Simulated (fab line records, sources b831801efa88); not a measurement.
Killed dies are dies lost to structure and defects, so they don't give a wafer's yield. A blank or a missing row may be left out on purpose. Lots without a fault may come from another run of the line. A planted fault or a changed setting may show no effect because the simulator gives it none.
A struck lot beside a sound one | flow sky130 | 17 steps out of a route of 708
Sound: wafers L272.1, L272.2, L272.3. Struck: wafers L279.3, L279.4, L279.6. The cause comes at the end.
At each step with rows: each side's tool, then ch and its chambers, then its first start. Under that, the readings that differ: sound wafers | struck wafers | difference of the means | sigmas: that difference in standard deviations of wafers without a fault.
alike: readings whose means differ by less than 2 such deviations, and words and numbers that are the same on both sides. not compared: withheld readings, readings that some wafer has no value for, bounds like >300 that may hide the same value, and numbers for which the record gives no deviation and whose values overlap.
The two part at a step that has a row with sigmas, a row that says differs or no value, or rows on one side only. Numbers that don't overlap but have no deviation are shown without sigmas and don't part them. A reading that every wafer of one side lacks parts them only if that side has two wafers or more.

SKY_VT_ADJUST_LVTN_OVL_MEAS_07:
  sound on overlay-01, day 9 06:05; struck on overlay-01, day 11 06:50
  alike: VT_ADJUST_LVTN_OVL
then, 1 step without rows for these wafers: SKY_VT_ADJUST_LVTN_IMPLANT_08.
SKY_VT_ADJUST_LVTN_STRIP_09: strips in O2/N2.
  sound on plasma_asher-02 ch 0,1, day 9 06:16; struck on plasma_asher-02 ch 0,1, day 11 07:03
  alike: drypump_motor_current_A, oes_product_au, strip_time_to_endpoint_s
  not compared: rf_hours_counter_h
SKY_VT_ADJUST_LVTN_TW_MEAS_10:
  sound on film_metro-01, day 9 06:22; struck on film_metro-01, day 11 07:08
  alike: VT_ADJUST_LVTN_TW
then, 7 steps without rows for these wafers: SKY_VT_ADJUST_LVTN_DEHYDRATE_11 (time 60 s); SKY_VT_ADJUST_LVTN_HMDS_12 (prime time 60 s); SKY_VT_ADJUST_LVTN_COAT_13 (resist thk 1140 nm); SKY_VT_ADJUST_LVTN_SOFTBAKE_14 (time 60 s); SKY_VT_ADJUST_LVTN_EXPOSE_15 (exposes mask HVN STD DERIVED, target cd 600 nm); SKY_VT_ADJUST_LVTN_PEB_16; SKY_VT_ADJUST_LVTN_DEVELOP_17 (develop time 60 s).
SKY_VT_ADJUST_LVTN_OVL_MEAS_18:
  sound on overlay-01, day 10 04:29; struck on overlay-01, day 12 07:02
  alike: VT_ADJUST_LVTN_01_OVL
SKY_VT_ADJUST_LVTN_IMPLANT_19:
  sound on implanter-03 ch 0, day 10 04:31; struck on implanter-02 ch 0, day 12 07:07
  alike: beam_on_s
SKY_VT_ADJUST_LVTN_STRIP_20: strips in O2/N2.
  sound on plasma_asher-02 ch 0,1, day 10 04:40; struck on plasma_asher-01 ch 0,1, day 12 07:15
  alike: drypump_motor_current_A, oes_product_au, strip_time_to_endpoint_s
  not compared: rf_hours_counter_h
SKY_VT_ADJUST_LVTN_TW_MEAS_21:
  sound on film_metro-02, day 10 04:46; struck on film_metro-01, day 12 07:20
  reading             | sound             | struck            | difference | sigmas
  VT_ADJUST_LVTN_2_TW | 189.2 188.7 188.2 | 178.9 179.5 179.3 | -9.5       | -7
then, 1 step without rows for these wafers: SKY_VT_ADJUST_NCORE_DEHYDRATE_00 (time 60 s).
-- the record jumps here: 37 days lie between the struck wafers' starts before and after (it left off in module VT_ADJUST_NCORE and takes up again in module PAD_OPEN, whose first step shown is number 708 of the route) --
SKY_PAD_OPEN_PROBE_99:
  sound on prober-01, day 48 07:37; struck on prober-02, day 49 17:30
  reading                                    | sound                | struck               | difference | sigmas
  model.etest.res_pwell_under_gate.rs_ohm_sq | 2281 2276 2258       | 2313 2298 2332       | +43        |
  model.etest.nfet_16v.body_rise_v (V)       | 0.6633 0.6672 0.6712 | 0.6394 0.6441 0.6398 | -0.0261    |
  model.etest.nfet_g5v0d10v5.body_rise_v (V) | 0.6632 0.6673 0.6702 | 0.6411 0.6436 0.6386 | -0.0258    |
  model.etest.nfet_g5v0d10v5.vt_sat_v (V)    | 0.7641 0.7545 0.7784 | 0.7364 0.7482 0.7339 | -0.0262    |
  model.etest.nfet_g5v0d10v5.vt_v (V)        | 0.8214 0.8177 0.8395 | 0.7961 0.8098 0.7969 | -0.0253    |
  model.etest.nfet_16v.vt_v (V)              | 0.7626 0.7642 0.7787 | 0.7486 0.7572 0.744  | -0.0186    |
  alike: killed_at_M0_to_M3, killed_at_M4_up, killed_at_contacts, killed_at_front_end, killed_at_other, killed_dies, killed_open, killed_short
  not compared: model.etest.res_pwell_under_gate.rs_ohm_sq_range, model.etest.tip_n_5v.rs_ohm_sq_range

WHERE THEY PART
Only at SKY_VT_ADJUST_LVTN_TW_MEAS_21, within this record. Later steps at which nothing parts them and some readings are alike: SKY_PAD_OPEN_PROBE_99.

WHY: what the simulator had put in
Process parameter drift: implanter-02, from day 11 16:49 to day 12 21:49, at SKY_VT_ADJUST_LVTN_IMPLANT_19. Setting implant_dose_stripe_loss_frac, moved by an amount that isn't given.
